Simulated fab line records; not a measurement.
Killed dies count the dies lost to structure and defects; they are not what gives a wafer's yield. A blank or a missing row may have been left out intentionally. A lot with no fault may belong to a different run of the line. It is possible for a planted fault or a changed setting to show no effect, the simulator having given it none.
fab line records | flow sky130
record: lots: 5 wafers: 15 last-day: 50
route steps=708 shown SONOS_TUNNEL@158 SONOS_ONO@168
lots with no fault: from the same line, run without faults
start-h: hours from the record's first day to the start of the lot's first wafer shown | wait-h: how many hours have passed since the lot's step before this one | " identical to the entry in the row above | L1.1+2: one row covering several wafers at once | - no value present, or no start provided | * or withheld: withheld | < > ~ a bound
route shown NAME@n: a module of which the file shows steps, and the number in the route of the first | usual: average and standard deviation across the fault-free wafers | same: alike in all rows | chamber/n: place in a boat | sites: the reading at each site | _std_site: standard deviation across them | _edge_site: outer sites' mean less inner sites' | radius-mm: for every site, how far away it sits from the centre of the wafer | mask NAME#n: copy n | behind: tool/chamber where the wafer was last shaped | hold: reason for holding the lot/hours on hold/outcome of the hold | device: whichever transistor did not switch (one of n, p or np) | end of line: the tests these same wafers got at the end of their route | a step with no rows: only its recipe | killed: dies lost to structure and defects at the first sort, not the wafer's yield | map: per-die view of a wafer (x killed, . not killed, _ where there is no die)
set.NAME: the setting the step ran with; set.NAME@STEP: the setting that earlier step ran with | model.NAME: the simulator's own value behind a step, which no gauge read
a table for each step, a row for each wafer; lots at some steps of the route
services: the hour from which a tool's chamber was out of use, counted from the record's first day as start-h (under 0 if before that day), plus the number of hours and why
== steps ==
step: SKY_SONOS_TUNNEL_EXPOSE_04
recipe: mask-id: TUNM na: 0.6 source-shape: conventional sigma-outer: 0.6 polarization: unpolarized target-cd-nm: 410 dose-mj: 136
step: SKY_SONOS_TUNNEL_PEB_05
recipe: temp-c: withheld time-s: * resist: NOVOLAK
step: SKY_SONOS_TUNNEL_DEVELOP_06
recipe: resist: NOVOLAK developer: TMAH develop-time-s: 60 dev-temp-c: 23
step: SKY_SONOS_TUNNEL_CD_MEAS_07
recipe: target-cd-nm: 410
usual: cd-nm: 409.5/2
columns lot.wafer tool chamber start-h wait-h cd-nm
L760.2 cd-sem-02 - 291.07 0.1 406.2
L760.3 " - " " 409.9
L760.6 " - " " 409.1
L766.1 cd-sem-02 - 320.60 0.1 408.7
L766.2 " - " " 407.8
L766.6 " - " " 407.4
L775.2 cd-sem-01 - 392.02 0.1 412.4
L775.5 " - " " 412.8
L775.6 " - " " 413.2
L778.1 cd-sem-02 - 421.10 0.1 411.6
L778.5 " - " " 408.2
L778.6 " - " " 407.8
L781.1 cd-sem-01 - 439.20 0.1 412.5
L781.4 " - " " 411.6
L781.5 " - " " 409.3
step: SKY_SONOS_TUNNEL_OVL_MEAS_08
usual: SONOS_TUNNEL_OVL: 0.6/1.4
columns lot.wafer tool chamber start-h wait-h SONOS_TUNNEL_OVL[nm]
L760.2 overlay-01 - 291.18 0.1 -0.4
L760.3 " - " " -1.7
L760.6 " - " " 1.4
L766.1 overlay-01 - 320.72 0.1 -0.8
L766.2 " - " " 0.5
L766.6 " - " " 0.2
L775.2 overlay-02 - 392.12 0.1 -1.4
L775.5 " - " " -0.6
L775.6 " - " " 0.3
L778.1 overlay-01 - 421.22 0.1 0.4
L778.5 " - " " 0.6
L778.6 " - " " 1.1
L781.1 overlay-01 - 439.32 0.1 2.4
L781.4 " - " " 2.5
L781.5 " - " " 2.8
step: SKY_SONOS_TUNNEL_IMPLANT_09
recipe: species: B energy-kev: 19.64 dose-cm2: 1e+12 tilt-deg: withheld
step: SKY_SONOS_TUNNEL_WET_ETCH_10
recipe: chemistry: dHF target-depth-nm: 14 target: SiO2 dilution: 100:1 temp-c: 25 time-s: 280
step: SKY_SONOS_TUNNEL_STRIP_11
recipe: chemistry: SPM time-s: 600 temp-c: 130
step: SKY_SONOS_TUNNEL_TW_MEAS_12
usual: SONOS_TUNNEL_TW: 196.2/2.7
columns lot.wafer tool chamber start-h wait-h SONOS_TUNNEL_TW
L760.2 film-metro-02 - 291.64 0.0 200.6
L760.3 " - " " 200.7
L760.6 " - " " 199.7
L766.1 film-metro-04 - 321.18 0.0 194.5
L766.2 " - " " 193.9
L766.6 " - " " 194.5
L775.2 film-metro-03 - 392.80 0.1 195.3
L775.5 " - " " 196.1
L775.6 " - " " 195.2
L778.1 film-metro-03 - 421.66 0.0 196.7
L778.5 " - " " 195.2
L778.6 " - " " 196.5
L781.1 film-metro-03 - 439.79 0.0 196.3
L781.4 " - " " 196.5
L781.5 " - " " 195.4
step: SKY_SONOS_TUNNEL_CLEAN_13
recipe: chemistry: dHF time-s: 20 dilution: 100:1 dry: ipa-marangoni
step: SKY_SONOS_ONO_OXIDATION_00
recipe: temp-c: 800 ambient: O2 idle-temp-c: 700 ramp-up-c-per-min: 10 ramp-down-c-per-min: 3 stabilise-s: 600 purge-s: 300 target-thk-a: 26 ox-time-s: 1249
step: SKY_SONOS_ONO_THK_MEAS_01
recipe: reads: SiO2_of_SONOS_ONO_OXIDATION_00
usual: SONOS_ONO_OXIDATION_THK: 2.58/0.051
columns lot.wafer tool chamber start-h wait-h SONOS_ONO_OXIDATION_THK[nm]
L760.2 film-metro-01 - 293.76 0.0 2.48
L760.3 " - " " 2.51
L760.6 " - " " 2.52
L766.1 film-metro-03 - 324.09 0.0 2.55
L766.2 " - " " 2.57
L766.6 " - " " 2.60
L775.2 film-metro-04 - 394.22 0.0 2.62
L775.5 " - " " 2.59
L775.6 " - " " 2.56
L778.1 film-metro-04 - 423.95 0.0 2.56
L778.5 " - " " 2.53
L778.6 " - " " 2.57
L781.1 film-metro-03 - 441.21 0.0 2.69
L781.4 " - " " 2.74
L781.5 " - " " 2.65
step: SKY_SONOS_ONO_CVD_02
recipe: material: Si3N4 precursor: DCS/NH3 target-thk-nm: 10.5 temp-c: 770 time-s: 180 pressure-mtorr: 250
usual: susceptor-temp-C: 770.1/0.32 zone-power-lower-pct: 14.1/1.4
columns lot.wafer tool chamber start-h wait-h susceptor-temp-C zone-power-lower-pct model.Si3N4_of_SONOS_ONO_CVD_02.thk-nm
L760.2 lpcvd-02 1 296.94 3.2 769.8 12.7 10.45
L760.3 " 1 " " 770.1 12.6 10.51
L760.6 " 1 " " 769.9 12.6 10.53
L766.1 lpcvd-02 1 324.59 0.5 770.2 12.6 8.053
L766.2 " 1 " " 770.4 12.7 8.041
L766.6 " 1 " " 770.2 12.8 8.081
L775.2 lpcvd-02 1 399.36 5.1 769.6 12.6 10.64
L775.5 " 1 " " 769.9 12.5 10.74
L775.6 " 1 " " 769.8 12.5 10.56
L778.1 lpcvd-02 1 429.02 5.1 770.5 12.6 10.32
L778.5 " 1 " " 770.3 12.8 10.34
L778.6 " 1 " " 769.9 12.5 10.38
L781.1 lpcvd-02 1 443.41 2.2 770.2 12.7 10.66
L781.4 " 1 " " 769.1 12.7 10.71
L781.5 " 1 " " 769.6 12.7 10.64
step: SKY_SONOS_ONO_THK_MEAS_03
recipe: reads: Si3N4_of_SONOS_ONO_CVD_02
usual: SONOS_ONO_CVD_02_THK: 10.49/0.15
columns lot.wafer tool chamber start-h wait-h SONOS_ONO_CVD_02_THK[nm]
L760.2 film-metro-01 - 298.00 0.0 10.42
L760.3 " - " " 10.54
L760.6 " - " " 10.51
L766.1 film-metro-03 - 326.16 0.0 8.05
L766.2 " - " " 8.08
L766.6 " - " " 8.09
L775.2 film-metro-04 - 400.94 0.0 10.64
L775.5 " - " " 10.76
L775.6 " - " " 10.57
L778.1 film-metro-04 - 430.59 0.0 10.33
L778.5 " - " " 10.33
L778.6 " - " " 10.42
L781.1 film-metro-01 - 444.98 0.0 10.65
L781.4 " - " " 10.71
L781.5 " - " " 10.65
step: SKY_SONOS_ONO_CVD_04
recipe: material: SiO2 precursor: SiH4/N2O target-thk-nm: 5.7199 temp-c: 900 pressure-mtorr: 400
== services ==
columns tool chamber start-h hours kind
lpcvd-02 - 337.37 0.4 repair
== key ==
first-sign: step: SKY_SONOS_ONO_THK_MEAS_03 reading: SONOS_ONO_CVD_02_THK direction: down sigmas: 16 usual: 10.49 struck: 8.07
effect none on later readings
model-effect: step: SKY_SONOS_ONO_CVD_02 value: Si3N4_of_SONOS_ONO_CVD_02.thk-nm without: 10.5 struck: 8.059
met-at SKY_SONOS_ONO_CVD_02
struck-wafers L766.1,L766.2,L766.6
rows-end L766.1,L766.2,L766.6
onset-between 296.94 324.59
fault: kind: process-parameter-drift tool: lpcvd-02 chamber: 1 onset-h: 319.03 steps: SKY_SONOS_ONO_CVD_02 channel: target-thk-nm offset: -2.4428 shape: step end-h: 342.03 acts-in: these-recipes-only stated: 10.5
rows-end: these wafers met a further fault down the route, and their rows from its step on are left out
